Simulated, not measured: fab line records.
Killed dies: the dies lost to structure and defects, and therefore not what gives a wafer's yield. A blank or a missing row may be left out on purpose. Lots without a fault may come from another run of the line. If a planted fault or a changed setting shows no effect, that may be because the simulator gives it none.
What tool caused it? :: flow sky130 :: 18 wafers from 6 lots sampled at 4 of the route's 708 steps

== WHAT THE GAUGES SHOWED, per wafer ==
SKY_PASSIVATION_THK_MEAS_03.
lot: L478
measured: day 43 19:19
on: film_metro-02
PASSIVATION_CVD_02_THK (nm): 536 532 544

lot: L484
measured: day 45 19:13
on: film_metro-02
PASSIVATION_CVD_02_THK (nm): 543 549 548

lot: L487
measured: day 46 07:53
on: film_metro-01
PASSIVATION_CVD_02_THK (nm): 528 529 542

lot: L492
measured: day 47 17:23
on: film_metro-04
PASSIVATION_CVD_02_THK (nm): 536 525 535

lot: L496
measured: day 48 20:29
on: film_metro-01
PASSIVATION_CVD_02_THK (nm): 539 541 550

lot: L499
measured: day 49 05:04
on: film_metro-04
PASSIVATION_CVD_02_THK (nm): 538 547 554

== EACH LOT AND THE TOOL THAT RAN IT (in order: tool; ch and the chambers of the sampled wafers; start) ==
lot: L478
SKY_LDD_P_STRIP_10: plasma_asher-03 ch 0,1, day 18 23:26
SKY_METAL5_SPUTTER_02: pvd_sputter-01, day 42 19:25
SKY_METAL5_DESCUM_14: rie_metal-01 ch 0,1, day 43 18:08

lot: L484
SKY_LDD_P_STRIP_10: plasma_asher-02 ch 0,1, day 21 16:17
SKY_METAL5_SPUTTER_02: pvd_sputter-04, day 44 20:32
SKY_METAL5_DESCUM_14: rie_metal-01 ch 0,1, day 45 18:03

lot: L487
SKY_LDD_P_STRIP_10: plasma_asher-04 ch 0,1, day 22 13:41
SKY_METAL5_SPUTTER_02: pvd_sputter-04, day 45 10:19
SKY_METAL5_DESCUM_14: rie_metal-04 ch 0,1, day 46 06:42

lot: L492
SKY_LDD_P_STRIP_10: plasma_asher-04 ch 0,1, day 24 13:20
SKY_METAL5_SPUTTER_02: pvd_sputter-02, day 46 19:53
SKY_METAL5_DESCUM_14: rie_metal-04 ch 0,1, day 47 16:05

lot: L496
SKY_LDD_P_STRIP_10: plasma_asher-03 ch 0,1, day 26 03:50
SKY_METAL5_SPUTTER_02: pvd_sputter-01, day 48 02:14
SKY_METAL5_DESCUM_14: rie_metal-03 ch 0,1, day 48 19:19

lot: L499
SKY_LDD_P_STRIP_10: plasma_asher-03 ch 1, day 26 21:05
SKY_METAL5_SPUTTER_02: pvd_sputter-04, day 48 10:01
SKY_METAL5_DESCUM_14: rie_metal-03 ch 0,1, day 49 03:51
- SKY_LDD_P_STRIP_10: strips in O2/N2.
- SKY_METAL5_SPUTTER_02: material AlCu, target thk 1150 nm, time 61.2 s.
- SKY_METAL5_DESCUM_14: chemistry O2, time 11 s.

== THE ANSWER, worked out from the rows above alone ==
Rule: the usual values come from the lots themselves. Put in order of their means at a reading, lots are off if they are a third of the lots or fewer, leave a main group of 4 or more, and stand apart from it by a gap of 3 or more times the standard deviation of the main group's means; of several such gaps the widest counts. If all means in a main group match to the digits the tables above print for the reading, that group is not used. A lot without any number at a reading at which 4 lots or more have one is off too. All remaining lots with rows at the step are treated as sound.
No lot is off at any reading shown: from this, nothing can be told.

== WHAT THE SIMULATOR PUT IN ==
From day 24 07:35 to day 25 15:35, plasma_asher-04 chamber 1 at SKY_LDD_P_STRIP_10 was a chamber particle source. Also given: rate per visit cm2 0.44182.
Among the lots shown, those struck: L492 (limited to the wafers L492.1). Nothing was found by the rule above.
